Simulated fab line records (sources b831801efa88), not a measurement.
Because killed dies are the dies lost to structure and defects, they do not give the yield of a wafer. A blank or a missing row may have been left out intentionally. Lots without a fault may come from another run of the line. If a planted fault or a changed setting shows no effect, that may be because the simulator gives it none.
fab line records    flow sky130
[record] lots = 5  wafers = 15  last-day = 50
route steps=708 shown PWDE@84 VT_ADJUST_HVTP@85 VT_ADJUST_LVTN@97
lots with no fault: from the same line, run without faults
start-h: hours from the record's opening day to when the first of the lot's shown wafers began    wait-h: how many hours have passed since the lot's step before this one    " the same as in the row above    L1.1+2: one row covering several wafers at once    - no value present, or no start provided    * or withheld: withheld    < > ~ a bound
route shown NAME@n: NAME is a module with steps in the file, n the number in the route of the first one    usual: mean and standard deviation over wafers with no fault    same: alike in all rows    chamber/n: place in a boat    sites: readings site by site    _std_site: standard deviation across them    _edge_site: outer sites' mean less inner sites'    radius-mm: how far each site lies from the wafer's centre    mask NAME#n: copy n    behind: the tool/chamber that last shaped the wafer    hold: why the lot went on hold/how many hours it stayed there/how the hold came to an end    device: names the non-switching transistor (n, p or np)    end of line: tests run on the same wafers once the route is complete    step lacking rows: just its recipe    killed: dies that structure and defects cost at the first sort, which is not the same as the wafer's yield    map: a wafer's dies, x killed, . not, _ none there
set.NAME: the setting that was run; set.NAME@STEP: the one run at that earlier step    model.NAME: the simulator's own value behind a step, which no gauge read
lots at selected steps of the route; one table per step, one row per wafer
services: when a tool's chamber went out of use (start-h, in hours from the record's first day, below 0 if earlier), for how many hours, and the reason
[[steps]]
[step SKY_NWELL_RS_MEAS_31]
[recipe] thk-meas-gauge = four-point-probe
[usual] PWDE_RS = 5275/18
lot.wafer  tool           chamber  start-h  wait-h  PWDE_RS[ohm/sq]
L485.1     film-metro-01  -        126.86   0.1     5264
L485.2     "              -        "        "       5267
L485.5     "              -        "        "       5257
L489.1     film-metro-01  -        155.08   0.1     5300
L489.3     "              -        "        "       5310
L489.6     "              -        "        "       5288
L499.1     film-metro-02  -        213.73   0.1     5282
L499.3     "              -        "        "       5250
L499.4     "              -        "        "       5245
L500.2     film-metro-03  -        221.39   0.1     5267
L500.3     "              -        "        "       5258
L500.6     "              -        "        "       5264
L503.1     film-metro-03  -        237.48   0.1     5317
L503.2     "              -        "        "       5293
L503.6     "              -        "        "       5329
[step SKY_VT_ADJUST_HVTP_DEHYDRATE_00]
[recipe] temp-c = 200  time-s = 60
[step SKY_VT_ADJUST_HVTP_HMDS_01]
[recipe] prime-time-s = 60  prime-temp-c = 120
[step SKY_VT_ADJUST_HVTP_COAT_02]
[recipe] resist = NOVOLAK  spin-rpm = 3000  resist-thk-nm = 1140
[step SKY_VT_ADJUST_HVTP_SOFTBAKE_03]
[recipe] temp-c = 90  time-s = 60  resist = NOVOLAK
[step SKY_VT_ADJUST_HVTP_EXPOSE_04]
[recipe] mask-id = HVTPM  na = 0.6  source-shape = conventional  sigma-outer = 0.6  polarization = unpolarized  target-cd-nm = 380  dose-mj = 140
[step SKY_VT_ADJUST_HVTP_PEB_05]
[recipe] temp-c = withheld  time-s = *  resist = NOVOLAK
[step SKY_VT_ADJUST_HVTP_DEVELOP_06]
[recipe] resist = NOVOLAK  developer = TMAH  develop-time-s = 60  dev-temp-c = 23
[step SKY_VT_ADJUST_HVTP_CD_MEAS_07]
[recipe] target-cd-nm = 380
[usual] cd-nm = 380.7/2.5
lot.wafer  tool       chamber  start-h  wait-h  cd-nm
L485.1     cd-sem-01  -        145.47   0.1     378.8
L485.2     "          -        "        "       378.4
L485.5     "          -        "        "       376.8
L489.1     cd-sem-01  -        175.49   0.1     380.4
L489.3     "          -        "        "       382.6
L489.6     "          -        "        "       381.8
L499.1     cd-sem-01  -        236.09   0.1     381.8
L499.3     "          -        "        "       381.0
L499.4     "          -        "        "       381.4
L500.2     cd-sem-02  -        244.44   0.1     377.3
L500.3     "          -        "        "       379.0
L500.6     "          -        "        "       376.1
L503.1     cd-sem-02  -        261.05   0.1     380.0
L503.2     "          -        "        "       378.5
L503.6     "          -        "        "       382.3
[step SKY_VT_ADJUST_HVTP_OVL_MEAS_08]
[usual] VT_ADJUST_HVTP_OVL = 0.1/1.3
lot.wafer  tool        chamber  start-h  wait-h  VT_ADJUST_HVTP_OVL[nm]
L485.1     overlay-01  -        145.59   0.1     -0.6
L485.2     "           -        "        "       -0.1
L485.5     "           -        "        "       -1.3
L489.1     overlay-02  -        175.61   0.1     -0.6
L489.3     "           -        "        "       0.2
L489.6     "           -        "        "       2.0
L499.1     overlay-01  -        236.21   0.1     0.1
L499.3     "           -        "        "       -0.9
L499.4     "           -        "        "       0.2
L500.2     overlay-01  -        244.55   0.1     0.0
L500.3     "           -        "        "       1.4
L500.6     "           -        "        "       1.2
L503.1     overlay-02  -        261.17   0.1     1.0
L503.2     "           -        "        "       -2.1
L503.6     "           -        "        "       2.1
[step SKY_VT_ADJUST_HVTP_IMPLANT_09]
[recipe] species = As  energy-kev = 150  dose-cm2 = 4.3e+12  tilt-deg = withheld
[step SKY_VT_ADJUST_HVTP_STRIP_10]
[recipe] chemistry = O2/N2  power-w = 1400  pressure-mtorr = 1500  platen-temp-c = withheld  o2-flow-sccm = 3000  n2-flow-sccm = 300  overash-fraction = 0.5
[usual] drypump-motor-current-A = 5.9/0.48  oes-product-au = 0.716/0.0045  strip-time-to-endpoint-s = 14.20/0.035
lot.wafer  tool             chamber  start-h  wait-h  drypump-motor-current-A  oes-product-au  rf-hours-counter-h  strip-time-to-endpoint-s  model.NOVOLAK_of_VT_ADJUST_HVTP_COAT_02.thk-nm
L485.1     plasma-asher-03  0        145.78   0.1     5.7                      0.717           48                  14.24                     0
L485.2     "                1        "        "       5.9                      0.711           48                  14.24                     0
L485.5     "                1        "        "       5.9                      0.725           -                   14.24                     0
L489.1     plasma-asher-03  1        175.80   0.1     5.9                      0.913           51                  -                         675
L489.3     "                1        "        "       5.9                      0.921           -                   -                         676.2
L489.6     "                1        "        "       5.9                      0.915           -                   -                         677.1
L499.1     plasma-asher-02  0        236.40   0.1     6.4                      0.710           55                  14.21                     0
L499.3     "                0        "        "       6.4                      0.711           -                   14.16                     0
L499.4     "                1        "        "       5.1                      0.714           -                   14.19                     0
L500.2     plasma-asher-02  1        244.73   0.1     5.1                      0.713           55                  14.18                     0
L500.3     "                1        "        "       5.1                      0.721           -                   14.23                     0
L500.6     "                1        "        "       5.1                      0.712           -                   14.24                     0
L503.1     plasma-asher-04  0        261.35   0.1     6.1                      0.724           14                  14.19                     0
L503.2     "                1        "        "       6.3                      0.716           14                  14.14                     0
L503.6     "                0        "        "       6.1                      0.710           -                   14.21                     0
[step SKY_VT_ADJUST_HVTP_TW_MEAS_11]
[usual] VT_ADJUST_HVTP_TW = 1352/8.1
lot.wafer  tool           chamber  start-h  wait-h  VT_ADJUST_HVTP_TW
L485.1     film-metro-02  -        145.88   0.1     1357
L485.2     "              -        "        "       1356
L485.5     "              -        "        "       1352
L489.1     film-metro-03  -        175.90   0.1     1354
L489.3     "              -        "        "       1358
L489.6     "              -        "        "       1354
L499.1     film-metro-02  -        236.50   0.1     1360
L499.3     "              -        "        "       1359
L499.4     "              -        "        "       1368
L500.2     film-metro-03  -        244.84   0.1     1353
L500.3     "              -        "        "       1349
L500.6     "              -        "        "       1350
L503.1     film-metro-03  -        261.45   0.1     1355
L503.2     "              -        "        "       1352
L503.6     "              -        "        "       1355
[step SKY_VT_ADJUST_LVTN_DEHYDRATE_00]
[recipe] temp-c = 200  time-s = 60
[step SKY_VT_ADJUST_LVTN_HMDS_01]
[recipe] prime-time-s = 60  prime-temp-c = 120
[step SKY_VT_ADJUST_LVTN_COAT_02]
[recipe] spin-rpm = 2000  resist-thk-nm = 3000
[step SKY_VT_ADJUST_LVTN_SOFTBAKE_03]
[recipe] temp-c = 110  time-s = withheld
[step SKY_VT_ADJUST_LVTN_EXPOSE_04]
[recipe] mask-id = NWM_COMPLEMENT_LESS_NATIVE  na = 0.6  source-shape = conventional  sigma-outer = 0.6  polarization = unpolarized  target-cd-nm = 840  dose-mj = 194
[step SKY_VT_ADJUST_LVTN_PEB_05]
[recipe] temp-c = 115  time-s = withheld
[step SKY_VT_ADJUST_LVTN_DEVELOP_06]
[recipe] wall-angle-deg = 90  developer = TMAH  develop-time-s = 60  dev-temp-c = 23
[step SKY_VT_ADJUST_LVTN_OVL_MEAS_07]
[usual] VT_ADJUST_LVTN_OVL = -0.6/1.3
lot.wafer  tool        chamber  start-h  wait-h  VT_ADJUST_LVTN_OVL[nm]
L485.1     overlay-01  -        165.82   -       -0.4
L485.2     "           -        "        "       -1.3
L485.5     "           -        "        "       0.2
L489.1     overlay-01  -        197.12   -       1.9
L489.3     "           -        "        "       2.9
L489.6     "           -        "        "       2.3
L499.1     overlay-01  -        259.65   -       0.5
L499.3     "           -        "        "       1.4
L499.4     "           -        "        "       -0.5
L500.2     overlay-01  -        268.75   -       -1.6
L500.3     "           -        "        "       -0.2
L500.6     "           -        "        "       0.3
L503.1     overlay-02  -        286.73   -       0.2
L503.2     "           -        "        "       0.4
L503.6     "           -        "        "       0.1
[step SKY_VT_ADJUST_LVTN_IMPLANT_08]
[recipe] species = B  energy-kev = 30  dose-cm2 = 1.57e+12  tilt-deg = withheld
[step SKY_VT_ADJUST_LVTN_STRIP_09]
[recipe] chemistry = O2/N2  power-w = 1400  pressure-mtorr = 1500  platen-temp-c = withheld  o2-flow-sccm = 3000  n2-flow-sccm = 300  overash-fraction = 0.5
[usual] drypump-motor-current-A = 5.8/0.37  oes-product-au = 0.722/0.0043  strip-time-to-endpoint-s = 36.91/0.1
lot.wafer  tool             chamber  start-h  wait-h  drypump-motor-current-A  oes-product-au  rf-hours-counter-h  strip-time-to-endpoint-s
L485.1     plasma-asher-03  1        166.01   0.1     5.9                      0.725           50                  36.96
L485.2     "                0        "        "       5.7                      0.719           50                  36.89
L485.5     "                0        "        "       5.7                      0.727           -                   36.92
L489.1     plasma-asher-02  1        197.31   0.1     5.0                      0.728           51                  46.88
L489.3     "                0        "        "       6.4                      0.729           -                   46.84
L489.6     "                0        "        "       6.4                      0.727           -                   46.91
L499.1     plasma-asher-01  1        259.83   0.1     5.9                      0.726           45                  37.03
L499.3     "                1        "        "       5.9                      0.723           -                   36.89
L499.4     "                0        "        "       6.2                      0.715           -                   36.98
L500.2     plasma-asher-02  1        268.93   0.1     5.0                      0.713           58                  37.11
L500.3     "                1        "        "       5.0                      0.720           -                   36.85
L500.6     "                0        "        "       6.4                      0.724           -                   37.10
L503.1     plasma-asher-03  1        286.91   0.1     5.9                      0.716           62                  36.72
L503.2     "                0        "        "       5.7                      0.712           62                  36.81
L503.6     "                1        "        "       5.9                      0.720           -                   36.86
[step SKY_VT_ADJUST_LVTN_TW_MEAS_10]
[usual] VT_ADJUST_LVTN_TW = 239.4/2.1
lot.wafer  tool           chamber  start-h  wait-h  VT_ADJUST_LVTN_TW
L485.1     film-metro-04  -        166.11   0.1     236.0
L485.2     "              -        "        "       238.2
L485.5     "              -        "        "       238.2
L489.1     film-metro-03  -        197.41   0.1     30.1
L489.3     "              -        "        "       29.9
L489.6     "              -        "        "       29.9
L499.1     film-metro-04  -        259.93   0.1     236.6
L499.3     "              -        "        "       238.2
L499.4     "              -        "        "       237.0
L500.2     film-metro-01  -        269.04   0.1     243.5
L500.3     "              -        "        "       242.3
L500.6     "              -        "        "       242.3
L503.1     film-metro-04  -        287.01   0.1     237.0
L503.2     "              -        "        "       237.6
L503.6     "              -        "        "       237.5
[step SKY_VT_ADJUST_LVTN_DEHYDRATE_11]
[recipe] temp-c = 200  time-s = 60
[[services]]
tool             chamber  start-h  hours  kind
plasma-asher-03  -        235.80   0.3    repair
[[key]]
[first-sign] step = SKY_VT_ADJUST_HVTP_STRIP_10  reading = oes-product-au  direction = up  sigmas = 45  usual = 0.716  struck = 0.916
[effect] step = SKY_VT_ADJUST_LVTN_STRIP_09  reading = strip-time-to-endpoint-s  direction = up  sigmas = 96  usual = *  struck = *
[effect] step = SKY_VT_ADJUST_LVTN_TW_MEAS_10  reading = VT_ADJUST_LVTN_TW  direction = down  sigmas = 99+  usual = 239.4  struck = 30.0
[model-effect] step = SKY_VT_ADJUST_HVTP_STRIP_10  value = NOVOLAK_of_VT_ADJUST_HVTP_COAT_02.thk-nm  without = 0  struck = 676.1
met-at SKY_VT_ADJUST_HVTP_STRIP_10
struck-wafers L489.1,L489.3,L489.6
sort-left-out L489.1,L489.3,L489.6
tester-left-out L489
onset-between 145.78 175.80
[fault] kind = strip-aborted  tool = plasma-asher-03  chamber = -  onset-h = 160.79  steps = SKY_VT_ADJUST_HVTP_STRIP_10  offset = 0.82633  end-h = 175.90
// tester-left-out: of these lots the tester's yield and bins aren't shown, on N5 and GAA mostly nor the transistor test; their killed dies are dies lost to structure and defects alone, not to doping, threshold or leakage, so they don't give the yield
// sort-left-out: the simulated sort isn't trusted on such a fault, so these wafers' sort isn't shown, and their yield isn't known
